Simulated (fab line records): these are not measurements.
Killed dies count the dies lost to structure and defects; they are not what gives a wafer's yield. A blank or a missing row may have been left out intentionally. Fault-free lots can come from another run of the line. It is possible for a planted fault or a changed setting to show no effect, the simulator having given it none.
Code-filled problem report in 8D (eight disciplines) form + flow sky130 + the parts of the form that need people (team, actions taken, sign-off) are left out

1. PROBLEM STATEMENT
Mean METAL1_ALCU_RS at SKY_METAL1_RS_MEAS_05: 0.1019 ohm/sq over 6 wafers in 2 lots; fault-free wafers: 0.1269 ohm/sq, standard deviation 0.0014. That is -18 standard deviations from the usual mean.
The step: measures by four-point-probe.
First seen on wafer L803.1, day 34 00:48, on film-metro-03. Wafers with a number at this step in the record: 30, from 10 lots. Rule for "out" (also "out of limits"): further than 4 standard deviations from the usual mean. The other wafers with a number count as sound.

2. WHAT IT IS, AND WHAT IT ISN'T
| question                    | is                           | is not                                                                                 |
|-----------------------------|------------------------------|----------------------------------------------------------------------------------------|
| which readings at this step | METAL1_ALCU_RS               | -                                                                                      |
| which lots                  | L803, L807                   | L797, L798, L800, L802, L816, L817, L819, L820                                         |
| which wafers of those lots  | all that have a number       | -                                                                                      |
| read on which gauges        | film-metro-02, film-metro-03 | film-metro-04                                                                          |
| when                        | from day 34 00:48            | up to then (12 sound wafers); but 12 sound wafers of L816, L817, L819, L820 came after |

3. WHAT RULES OUT EACH SUSPECT
Counting: any tool at a process step up to the reading is kept as a suspect provided that every lot that is out went through it and no sound lot did after the first of them.
- the gauge at SKY_METAL1_RS_MEAS_05: ruled out. Those wafers that are out were read across 2 gauges (film-metro-02, film-metro-03).
- pvd-sputter-02 at SKY_METAL1_SPUTTER_02 (material AlCu, target thk 250 nm, time 13.3 s): ruled out as a lasting fault. The sound lots L816, L817, L820 went through it after L803, its earliest lot that is out (day 34 00:43).
Left after counting: nothing in the record.

4. THE CAUSE (what the simulator had put in)
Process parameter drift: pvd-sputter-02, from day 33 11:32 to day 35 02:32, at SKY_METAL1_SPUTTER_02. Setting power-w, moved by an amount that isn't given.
The count ruled it out by mistake, since the rule takes a fault to strike every lot its tool runs from the start of the fault on, and this one did not do so.

5. SEQUENCE OF EFFECTS, ordered by route
Rows list readings where the struck wafers' mean (over those with a number) sits beyond 3 standard deviations from the usual. Readings are gone through only where the record gives a usual standard deviation; hours: the median, over the lots, of the time from a lot's start at the first step in this table giving one to that lot's start at this step; sigmas: the change measured in usual standard deviations.
| hours | step                     | reading            | usual         | on struck wafers | change  | sigmas      |
|-------|--------------------------|--------------------|---------------|------------------|---------|-------------|
| 0     | SKY_METAL1_SPUTTER_02    | cathode-dc-power-W | 10600 W       | 13096            | +2496   | +99 or more |
| 0     | SKY_METAL1_RS_MEAS_05    | METAL1_ALCU_RS     | 0.1269 ohm/sq | 0.1019           | -0.0250 | -18         |
| 0     | SKY_METAL1_THK_MEAS_06   | METAL1_ALCU_THK    | 252 nm        | 313              | +61     | +19         |
| 27    | SKY_METAL1_METAL_ETCH_19 | oes-product-au     | 0.855 a.u.    | 0.886            | +0.031  | +5.3        |
Process steps it contains:
- SKY_METAL1_SPUTTER_02: material AlCu, target thk 250 nm, time 13.3 s.
- SKY_METAL1_METAL_ETCH_19: etches the open film in Cl2/BCl3, stops on SiO2, target depth 360 nm, time 78 s.
Later steps that measure or inspect, where all struck wafers having a row at the step show a number for every such reading and not one has moved that far: SKY_METAL1_OVL_MEAS_16.

6. WHAT WOULD HAVE CAUGHT IT SOONER
13 hours passed between the start of the fault at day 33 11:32 and the first reading out of limits at a measuring or inspecting step in this record, taken at day 34 00:48.
The tool's own readings at SKY_METAL1_SPUTTER_02 were out on every struck wafer that the step has a row for (cathode-dc-power-W): an alarm limit on them would have fired on the first of those.
